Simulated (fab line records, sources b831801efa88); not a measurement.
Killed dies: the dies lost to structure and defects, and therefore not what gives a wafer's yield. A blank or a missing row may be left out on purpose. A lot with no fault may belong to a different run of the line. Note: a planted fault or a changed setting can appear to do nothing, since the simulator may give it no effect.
fab line records | flow gf180mcu
record lots=14 wafers=42 lastDay=34
route steps=602 shown V1@359 V2@399 M3@410 V3@440
lots that met no fault: taken from a fault-free run of the same line
startH: hours from the record's first day to the start of the lot's first wafer shown | waitH: how many hours have passed since the lot's step before this one | " unchanged from the row above | L1.1+2: a row that stands for several wafers | - no value present, or no start provided | * or withheld: withheld | < > ~ a bound
route shown NAME@n: a module of which the file shows steps, and the number in the route of the first | usual: mean/standard deviation of fault-free wafers | same: alike in all rows | chamber/n: place in a boat | sites: per-site readings | _std_site: their standard deviation | _edge_site: inner sites' mean taken away from outer sites' mean | radiusMm: for every site, how far away it sits from the centre of the wafer | mask NAME#n: copy n | behind: the last tool/chamber to shape the wafer | hold: cause of the lot's hold/its duration in hours/its outcome | device: names the non-switching transistor (n, p or np) | end of line: the same wafers' tests at the end of the route | a step with no rows: only its recipe | killed: the dies lost at the first sort to structure and to defects; this is not the yield of the wafer | map: shows each die of a wafer: x if killed, . if not, _ if none is there
set.NAME: the run value of the setting; set.NAME@STEP: its run value at that earlier step | model.NAME: the simulator's own value behind a step, which no gauge read
route steps across a sampled set of lots; one table per step, one row per wafer
services: from which hour (startH, from the record's first day; less than 0 if before it) a tool's chamber was out of use, for how many hours, and why
## steps
# step GF_V1_RS_MEAS_24
# recipe thkMeasGauge=four-point-probe reads=W_of_V1_CVD_23+TiN_of_V1_SPUTTER_22+Ti_of_V1_SPUTTER_21
# usual V1_W_RS=0.326/0.0056
# columns lot.wafer tool chamber startH waitH V1_W_RS[ohm/sq]
L399.1 filmMetro-04 - 422.81 0.1 0.322
L399.3 " - " " 0.326
L399.4 " - " " 0.322
L401.3 filmMetro-04 - 440.33 0.1 0.321
L401.4 " - " " 0.330
L401.5 " - " " 0.329
L402.1 filmMetro-04 - 452.63 0.1 0.330
L402.4 " - " " 0.321
L402.6 " - " " 0.332
L403.2 filmMetro-03 - 463.07 0.1 0.324
L403.5 " - " " 0.335
L403.6 " - " " 0.323
L411.3 filmMetro-03 - 530.25 0.1 0.323
L411.4 " - " " 0.331
L411.5 " - " " 0.322
L412.3 filmMetro-04 - 548.72 0.1 0.318
L412.5 " - " " 0.320
L412.6 " - " " 0.326
L413.2 filmMetro-04 - 553.86 0.2 0.327
L413.3 " - " " 0.329
L413.5 " - " " 0.323
L414.1 filmMetro-02 - 556.06 0.1 0.328
L414.2 " - " " 0.322
L414.3 " - " " 0.329
L416.1 filmMetro-04 - 573.33 0.1 0.336
L416.2 " - " " 0.323
L416.5 " - " " 0.332
L418.4 filmMetro-03 - 585.19 0.1 0.319
L418.5 " - " " 0.324
L418.6 " - " " 0.320
L417.4 filmMetro-02 - 586.20 0.1 0.325
L417.5 " - " " 0.332
L417.6 " - " " 0.325
L419.1 filmMetro-04 - 597.79 0.1 0.324
L419.4 " - " " 0.331
L419.5 " - " " 0.336
L420.1 filmMetro-02 - 599.24 0.1 0.330
L420.2 " - " " 0.342
L420.3 " - " " 0.330
L421.1 filmMetro-03 - 602.36 0.1 0.325
L421.3 " - " " 0.329
L421.5 " - " " 0.332
# step GF_V2_ETCH_17
# recipe chemistry=C4F8/O2/Ar maskMaterial=KrF target=SiO2 stopOn=TiN sourceW=1500 biasW=1233 pressureMtorr=40 c4f8FlowSccm=withheld O2_flow_sccm=6 Ar_flow_sccm=300 timeS=withheld targetDepthA=6300
# usual oesProductAu=0.856/0.005
# columns lot.wafer tool chamber startH waitH oesProductAu
L399.1 rieDiel-03 2 - - 0.868
L399.3 " 0 " " 0.850
L399.4 " 1 " " 0.860
L401.3 rieDiel-04 3 - - 0.856
L401.4 " 1 " " 0.852
L401.5 " 1 " " 0.858
L402.1 rieDiel-04 0 - - 0.863
L402.4 " 1 " " 0.855
L402.6 " 0 " " 0.862
L403.2 rieDiel-02 1 - - 0.859
L403.5 " 3 " " 0.849
L403.6 " 0 " " 0.850
L411.3 rieDiel-04 1 - - 0.861
L411.4 " 3 " " 0.851
L411.5 " 1 " " 0.852
L412.3 rieDiel-03 3 - - 0.859
L412.5 " 0 " " 0.866
L412.6 " 3 " " 0.861
L413.2 rieDiel-03 0 - - 0.861
L413.3 " 3 " " 0.853
L413.5 " 3 " " 0.857
L414.1 rieDiel-02 2 - - 0.854
L414.2 " 0 " " 0.863
L414.3 " 3 " " 0.853
L416.1 rieDiel-03 1 - - 0.866
L416.2 " 0 " " 0.848
L416.5 " 1 " " 0.852
L418.4 rieDiel-02 1 - - 0.847
L418.5 " 0 " " 0.859
L418.6 " 1 " " 0.857
L417.4 rieDiel-02 3 - - 0.851
L417.5 " 2 " " 0.847
L417.6 " 1 " " 0.860
L419.1 rieDiel-04 2 - - 0.854
L419.4 " 0 " " 0.853
L419.5 " 0 " " 0.860
L420.1 rieDiel-04 0 - - 0.851
L420.2 " 1 " " 0.862
L420.3 " 2 " " 0.848
L421.1 rieDiel-02 3 - - 0.853
L421.3 " 2 " " 0.849
L421.5 " 0 " " 0.847
# step GF_M3_SPUTTER_01
# recipe material=TiN targetThkNm=30 powerW=6500 timeS=25 chamberPressurePa=0.4
# usual throttleValvePct=30.3/1.2
# columns lot.wafer tool chamber startH waitH throttleValvePct
L399.1 pvdSputter-03 - 475.32 0.1 29.0
L399.3 " - " " 32.8
L399.4 " - " " 30.6
L401.3 pvdSputter-01 - 492.72 0.1 28.7
L401.4 " - " " 29.4
L401.5 " - " " 29.4
L402.1 pvdSputter-03 - 504.33 0.1 30.3
L402.4 " - " " 32.9
L402.6 " - " " 32.6
L403.2 pvdSputter-04 - 513.72 0.1 31.1
L403.5 " - " " 28.7
L403.6 " - " " 31.2
L411.3 pvdSputter-01 - 579.32 0.1 28.9
L411.4 " - " " 29.4
L411.5 " - " " 29.1
L412.3 pvdSputter-01 - 596.61 0.1 29.4
L412.5 " - " " 29.0
L412.6 " - " " 29.4
L413.2 pvdSputter-04 - 601.53 0.1 31.1
L413.3 " - " " 28.8
L413.5 " - " " 31.2
L414.1 pvdSputter-03 - 603.02 0.1 30.0
L414.2 " - " " 32.9
L414.3 " - " " 30.2
L416.1 pvdSputter-03 - 618.55 0.1 30.2
L416.2 " - " " 29.3
L416.5 " - " " 30.5
L418.4 pvdSputter-04 - 629.72 0.1 31.2
L418.5 " - " " 30.3
L418.6 " - " " 31.3
L417.4 pvdSputter-03 - 631.41 0.1 29.2
L417.5 " - " " 30.0
L417.6 " - " " 29.2
L419.1 pvdSputter-03 - 641.88 0.1 32.8
L419.4 " - " " 30.1
L419.5 " - " " 30.1
L420.1 pvdSputter-03 - 643.37 0.1 32.8
L420.2 " - " " 30.2
L420.3 " - " " 29.3
L421.1 pvdSputter-03 - 646.77 0.1 29.1
L421.3 " - " " 30.4
L421.5 " - " " 33.0
# step GF_V3_EXPOSE_11
# recipe maskId=Via3 targetCdNm=260 na=0.68 sourceShape=conventional sigmaOuter=0.6 doseMj=38
# usual exposureDoseMJCm2=37.99/0.036 focusOffsetNm=-0.1/0.57
# columns lot.wafer tool chamber startH waitH mask exposureDoseMJCm2 focusOffsetNm
L399.1 krfScanner-01 0 511.43 - Via3#0 37.92 0.1
L399.3 " 0 " " Via3#0 38.02 -0.5
L399.4 " 0 " " Via3#0 37.96 0.0
L401.3 krfScanner-02 - 529.45 - Via3#0 - -
L401.4 " - " " Via3#0 - -
L401.5 " - " " Via3#0 - -
L402.1 krfScanner-02 - 540.17 - Via3#0 - -
L402.4 " - " " Via3#0 - -
L402.6 " - " " Via3#0 - -
L403.2 krfScanner-02 0 550.82 - Via3#0 37.96 0.4
L403.5 " 0 " " Via3#0 37.96 -0.5
L403.6 " 0 " " Via3#0 37.97 1.0
L411.3 krfScanner-02 0 613.05 - Via3#0 37.98 0.6
L411.4 " 0 " " Via3#0 38.00 0.5
L411.5 " 0 " " Via3#0 37.95 0.2
L412.3 krfScanner-01 0 629.68 - Via3#0 38.02 -0.6
L412.5 " 0 " " Via3#0 38.06 0.6
L412.6 " 0 " " Via3#0 38.04 -0.9
L413.2 krfScanner-02 0 633.95 - Via3#0 37.95 -0.9
L413.3 " 0 " " Via3#0 37.96 -1.3
L413.5 " 0 " " Via3#0 37.98 -0.8
L414.1 krfScanner-02 0 636.11 - Via3#0 38.02 0.0
L414.2 " 0 " " Via3#0 37.96 -0.2
L414.3 " 0 " " Via3#0 38.02 -0.1
L416.1 krfScanner-02 0 650.45 - Via3#0 37.96 -0.6
L416.2 " 0 " " Via3#0 37.94 0.0
L416.5 " 0 " " Via3#0 37.99 0.4
L418.4 krfScanner-02 0 661.16 - Via3#0 38.01 0.5
L418.5 " 0 " " Via3#0 38.04 0.1
L418.6 " 0 " " Via3#0 37.96 -0.2
L417.4 krfScanner-02 0 663.32 - Via3#0 37.98 0.1
L417.5 " 0 " " Via3#0 37.98 0.3
L417.6 " 0 " " Via3#0 37.99 0.0
L419.1 krfScanner-01 0 672.88 - Via3#0 37.94 0.1
L419.4 " 0 " " Via3#0 37.97 0.5
L419.5 " 0 " " Via3#0 38.03 -0.2
L420.1 krfScanner-02 0 673.93 - Via3#0 37.98 0.0
L420.2 " 0 " " Via3#0 38.04 -0.9
L420.3 " 0 " " Via3#0 38.00 -0.6
L421.1 krfScanner-02 0 676.97 - Via3#0 37.92 -0.5
L421.3 " 0 " " Via3#0 38.01 -0.6
L421.5 " 0 " " Via3#0 37.91 -0.2
## services
# columns tool chamber startH hours kind
pvdSputter-04 - 452.22 3.9 repair
rieDiel-02 0 476.82 4.3 repair
rieDiel-04 - 485.48 0.2 repair
rieDiel-03 0 486.31 52.2 repair
krfScanner-01 - 492.70 1.3 pm
krfScanner-01 - 494.16 0.8 pm
rieDiel-04 3 506.04 1.5 repair
krfScanner-02 - 507.97 1.5 repair
krfScanner-02 - 522.94 1.3 pm
krfScanner-02 - 524.24 3.6 pm
krfScanner-01 - 528.87 1.0 pm
krfScanner-01 - 537.78 3.6 pm
rieDiel-03 0 541.59 4.9 repair
rieDiel-02 0 544.16 4.3 repair
rieDiel-03 1 567.43 4.9 repair
krfScanner-02 - 571.82 4.4 pm
rieDiel-02 1 573.06 8.4 repair
krfScanner-02 - 577.03 1.0 pm
krfScanner-02 - 588.34 1.7 repair
rieDiel-03 2 593.03 36.8 repair
rieDiel-04 - 615.36 2.8 pm
krfScanner-02 - 617.94 0.8 pm
pvdSputter-03 - 632.72 5.4 repair
krfScanner-02 - 662.04 0.8 repair
## key
firstSign step=GF_V3_EXPOSE_11 reading=toolRecord direction=missing
effect none on later readings
metAt GF_V3_EXPOSE_11
struckLots L401,L402
laterRowsLeftOut L401.3,L401.4,L401.5,L402.1,L402.4,L402.6
sortLeftOut L401.3,L401.4,L401.5,L402.1,L402.4,L402.6
notActingAt GF_V1_RS_MEAS_24,GF_V2_ETCH_17,GF_M3_SPUTTER_01
fault kind=skippedStepWhole tool=krfScanner-02 chamber=- onsetH=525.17 steps=GF_V3_EXPOSE_11 scope=struckLotsOnly
# sortLeftOut: the simulated sort isn't trusted on such a fault, so these wafers' sort isn't shown, and their yield isn't known
# laterRowsLeftOut: the simulator's readings of these wafers behind a module that went badly wrong aren't trusted and aren't shown, but for the sort
